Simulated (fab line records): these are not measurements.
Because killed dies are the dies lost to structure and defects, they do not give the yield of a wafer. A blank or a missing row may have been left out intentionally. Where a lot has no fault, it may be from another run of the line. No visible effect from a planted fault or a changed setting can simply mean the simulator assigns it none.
Comparing a struck lot with a sound one || flow sky130 || 34 steps out of a route of 708
Sound: the wafers L596.1, L596.2, L596.4. Struck: wafer L585.3 (left out: L585.4, L585.6 of the same lot, which were not struck); the cause appears at the end.
Per side, at each step with rows, come the tool, then ch with its chambers, and then its first start. Under that, the readings that differ: sound wafers || struck wafers || difference of the means || sigmas: that difference in standard deviations of wafers without a fault.
alike: readings whose means differ by less than 2 such deviations, and words and numbers that are the same on both sides. not compared: withheld readings, readings that some wafer has no value for, bounds like >300 that may hide the same value, and numbers for which the record gives no deviation and whose values overlap.
Wherever a step has rows on one side only, a row that says differs or no value, or a row with sigmas, the two part there. Numbers that don't overlap but have no deviation are shown without sigmas and don't part them. Lack of a reading on every wafer of one side parts them only where that side has two or more wafers.

first, 8 steps without rows for these wafers: SKY_LOCAL_INTERCONNECT_ETCH_13 (etches BARC in N2/H2, stops on SiO2, time 45.9 s, target depth 60 nm); SKY_LOCAL_INTERCONNECT_METAL_ETCH_14 (etches TiN in Cl2/BCl3, stops on PSG, target depth 110 nm, time 31.4 s); SKY_LOCAL_INTERCONNECT_STRIP_15 (strips in O2/N2); SKY_LOCAL_INTERCONNECT_STRIP_16 (strips in post etch residue remover, time 1200 s); SKY_LOCAL_INTERCONNECT_CLEAN_17 (cleans in IPA, time 180 s); SKY_LOCAL_INTERCONNECT_CLEAN_18 (cleans in O3/DIW); SKY_CONTACT_CVD_00 (deposits Si3N4, target thk 75 nm); SKY_CONTACT_HDPCVD_02 (deposits SiO2, target thk 565 nm, time 94.2 s).
SKY_CONTACT_CMP_04: polishes SiO2.
  sound on cmp-01 ch 0,1,2, day 36 14:06; struck on cmp-01 ch 1, day 32 19:44
{"reading": "time to endpoint s (s)", "sound": "81 80 80", "struck": 96, "difference": "+16", "sigmas": "+3"}
{"reading": "model.SiO2_of_CONTACT_HDPCVD_02.thk nm (nm)", "sound": "340.3 338.6 339", "struck": 410.8, "difference": "+71.5", "sigmas": ""}
  alike: head pressure psi, motor current A
then, 9 steps without rows for these wafers: SKY_CONTACT_DEHYDRATE_06 (time 60 s); SKY_CONTACT_HMDS_07 (prime time 60 s); SKY_CONTACT_COAT_08 (resist thk 60 nm); SKY_CONTACT_COAT_09 (resist thk 450 nm); SKY_CONTACT_SOFTBAKE_10 (time 90 s); SKY_CONTACT_EXPOSE_11 (exposes mask CTM1, target cd 170 nm); SKY_CONTACT_PEB_12; SKY_CONTACT_DEVELOP_13 (develop time 60 s); SKY_CONTACT_ETCH_16 (etches BARC in N2/H2, stops on SiO2, time 45.9 s, target depth 60 nm).
SKY_CONTACT_ETCH_17: etches SiO2 in C4F8/O2/Ar, stops on Si3N4, target depth 340 nm.
  sound on rie diel-01 ch 0,1,3, day 37 16:35; struck on rie diel-01 ch 0, day 33 23:16
{"reading": "oes product au (a.u.)", "sound": "0.898 0.890 0.889", "struck": 0.995, "difference": "+0.103", "sigmas": "+22"}
{"reading": "model.CONTACT.feature depth nm (nm)", "sound": "340.3 338.6 339", "struck": 410.8, "difference": "+71.5", "sigmas": ""}
{"reading": "model.etch.depth nm (nm)", "sound": "340.3 338.6 339", "struck": 410.8, "difference": "+71.5", "sigmas": ""}
  alike: chamber pressure mTorr
then, 13 steps without rows for these wafers: SKY_CONTACT_ETCH_18 (etches Si3N4 in CHF3/O2, stops on TiN, time 39 s, target depth 75 nm); SKY_CONTACT_STRIP_19 (strips in O2/N2); SKY_CONTACT_STRIP_20 (strips in post etch residue remover, time 1200 s); SKY_CONTACT_CLEAN_21 (cleans in IPA, time 180 s); SKY_CONTACT_CLEAN_22 (cleans in O3/DIW); SKY_CONTACT_SPUTTER_23 (material TiN, target thk 20 nm, time 80 s); SKY_CONTACT_CVD_24 (deposits W, target thk 340 nm, time 102.12 s); SKY_CONTACT_CMP_27 (polishes, stops on SiO2, t overpolish 15 s, target thk 0 nm); SKY_METAL1_SPUTTER_00 (material Ti, target thk 15 nm, time 10 s); SKY_METAL1_SPUTTER_01 (material TiN, target thk 20 nm, time 16.7 s); SKY_METAL1_SPUTTER_02 (material AlCu, target thk 250 nm, time 13.3 s); SKY_METAL1_SPUTTER_03 (material Ti, target thk 5 nm, time 3.3 s); SKY_METAL1_SPUTTER_04 (material TiN, target thk 70 nm, time 58.3 s).
SKY_METAL1_METAL_ETCH_19: etches the open film in Cl2/BCl3, stops on SiO2, target depth 360 nm, time 78 s.
  sound on rie metal-03 ch 0,1, day 38 19:45; struck on rie metal-02 ch 1, day 35 02:35
{"reading": "oes product au (a.u.)", "sound": "0.855 0.853 0.845", "struck": 0.869, "difference": "+0.018", "sigmas": "+3"}
{"reading": "model.SiO2_of_CONTACT_HDPCVD_02.thk nm (nm)", "sound": "326.4 324.5 325.1", "struck": 396.8, "difference": "+71.5", "sigmas": ""}
  alike: chamber pressure mTorr, drypump motor current A, he backside leak sccm, throttle valve pct
  not compared: rf hours counter h
-- the record jumps here: 12 days lie between the struck wafers' starts before and after (it left off in module METAL1 and takes up again in module PAD_OPEN, whose first step shown is number 708 of the route) --
SKY_PAD_OPEN_PROBE_99:
  sound on prober-02 at day 50 06:57; struck on prober-02 at day 47 12:47
{"reading": "killed_at_M4_up", "sound": "4 3 2", "struck": 7, "difference": "+4", "sigmas": "+2"}
{"reading": "killed at contacts", "sound": "21 21 22", "struck": 39, "difference": "+18", "sigmas": "+4"}
{"reading": "killed dies", "sound": "90 68 88", "struck": 122, "difference": "+40", "sigmas": "+4"}
{"reading": "killed open", "sound": "50 37 47", "struck": 71, "difference": "+26", "sigmas": "+4"}
{"reading": "model.etest.mcon chain.rc ohm", "sound": "16.77 16.58 16.86", "struck": 17.94, "difference": "+1.20", "sigmas": ""}
  alike: killed_at_M0_to_M3, killed at front end, killed at other, killed on rim, killed short

## WHERE THEY PART
Earliest at SKY_CONTACT_CMP_04; latest, in this record, at SKY_PAD_OPEN_PROBE_99.

WHY: whatever the simulator had introduced
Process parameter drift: cmp-01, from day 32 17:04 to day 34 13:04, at SKY_CONTACT_CMP_04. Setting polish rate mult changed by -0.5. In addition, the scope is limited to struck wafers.
